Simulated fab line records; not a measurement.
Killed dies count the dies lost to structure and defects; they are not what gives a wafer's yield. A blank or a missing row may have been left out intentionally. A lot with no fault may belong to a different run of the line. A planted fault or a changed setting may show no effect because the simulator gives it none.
Struck lot and sound lot, side by side | flow gf180mcu | 14 steps out of a route of 602
Sound: the wafers L412.3, L412.5, L412.6. Struck: wafers L426.1, L426.3, L426.6. The cause is named last.
Per side, at each step with rows, come the tool, then ch with its chambers, and then its first start. Under that, the readings that differ: sound wafers | struck wafers | difference of the means | sigmas: that difference in standard deviations of wafers without a fault.
alike: readings with means less than 2 such deviations apart, plus words and numbers identical on both sides. not compared: withheld readings, readings lacking a value on some wafer, bounds such as >300 that could conceal the same value, and numbers that have no deviation in the record and whose values overlap.
A row with sigmas, a row that says differs or no value, or rows on one side alone: a step with any of these is where the two part. When numbers do not overlap yet have no deviation, they are printed without sigmas and do not part them. A reading missing from all wafers of one side parts the sides only when that side holds two or more wafers.

GF_CONTACT_OVL_MEAS_15:
  struck on overlay-02, day 21 15:23; sound on overlay-02, day 16 13:13
  alike: CONTACT_OVL
GF_CONTACT_ETCH_16: etches BARC in N2/H2.
  sound on rie_diel-04 ch 0,3, day 16 13:15; struck on rie_diel-04 ch 0,3, day 21 15:25
  alike: drypump_motor_current_A, h2_flow_sccm, oes_product_au, rf_fwd_power_W, throttle_valve_pct
then, 1 step without rows for these wafers: GF_CONTACT_ETCH_17 (etches SiO2 in C4F8/O2/Ar, stops on CoSi2, target depth 860 nm).
GF_CONTACT_STRIP_18: strips in O2/N2.
  sound on plasma_asher-02 ch 0,1, day 16 13:26; struck on plasma_asher-02 ch 0,1, day 21 15:35
  alike: drypump_motor_current_A, heater_power_w, oes_product_au
  not compared: rf_hours_counter_h
then, 3 steps without rows for these wafers: GF_CONTACT_CLEAN_19 (cleans in SPM); GF_CONTACT_CLEAN_20 (cleans in DIW); GF_CONTACT_CLEAN_21 (cleans in dHF, time 20 s).
GF_CONTACT_SPUTTER_22: material Ti, target thk 15 nm, time 80.02 s.
  struck on pvd_sputter-03, day 21 15:53; sound on pvd_sputter-03, day 16 13:44
  reading                | sound          | struck         | difference | sigmas
  throttle_valve_pct (%) | 30.9 29.9 30.6 | 29.5 28.9 29.2 | -1.3       | -2
GF_CONTACT_SPUTTER_23: material TiN, target thk 10 nm, time 40 s.
  struck on pvd_sputter-03, day 21 15:56; sound on pvd_sputter-03, day 16 13:47
  reading                | sound          | struck         | difference | sigmas
  throttle_valve_pct (%) | 30.7 29.9 31.0 | 29.6 29.2 29.0 | -1.3       | -2
GF_CONTACT_CVD_24: deposits W, target thk 300 nm, time 90.339 s.
  sound on cvd_w-02 ch 0,1, day 16 13:52; struck on cvd_w-02 ch 0,1, day 21 15:59
  alike: heater_power_w
GF_CONTACT_RS_MEAS_25: uses a four-point probe to measure.
  struck on film_metro-01, day 21 16:05; sound on film_metro-04, day 16 13:58
  alike: CONTACT_W_RS
GF_CONTACT_THK_MEAS_26: measures by xrf.
  struck on film_metro-01, day 21 16:12; sound on film_metro-04, day 16 14:04
  alike: CONTACT_W_THK
GF_CONTACT_CMP_27: polishes, stops on SiO2, t overpolish 15 s, target thk 0 nm.
  sound on cmp-02 ch 0,1, day 16 14:10; struck on cmp-02 ch 0,2,3, day 21 16:16
  no value came back on the struck wafers for any of 7 readings (edge_zone_pressure_frac, head_pressure_psi (psi) and others); on the sound wafers edge_zone_pressure_frac reads 0.998 1.011 1.000
  reading                                  | sound           | struck            | difference | sigmas
  model.W_of_CONTACT_CVD_24.thk_nm (nm)    | 0 0 0           | 301.4 301.6 310.4 | +304.5     |
  model.SiO2_of_CONTACT_CVD_02.thk_nm (nm) | 551.6 553 552.2 | 557.6 556.8 558   | +5.2       |
-- the record jumps here: 12 days lie between the struck wafers' starts before and after (it left off in module CONTACT and takes up again in module PASSIVATION, whose first step shown is number 602 of the route) --
GF_PASSIVATION_PROBE_99:
  rows exist in the record for the struck wafers here (prober-01, day 33 07:20), but not for the sound ones

WHERE THEY PART
Earliest at GF_CONTACT_SPUTTER_22; latest, in this record, at GF_PASSIVATION_PROBE_99.

WHY: what the simulator had put in
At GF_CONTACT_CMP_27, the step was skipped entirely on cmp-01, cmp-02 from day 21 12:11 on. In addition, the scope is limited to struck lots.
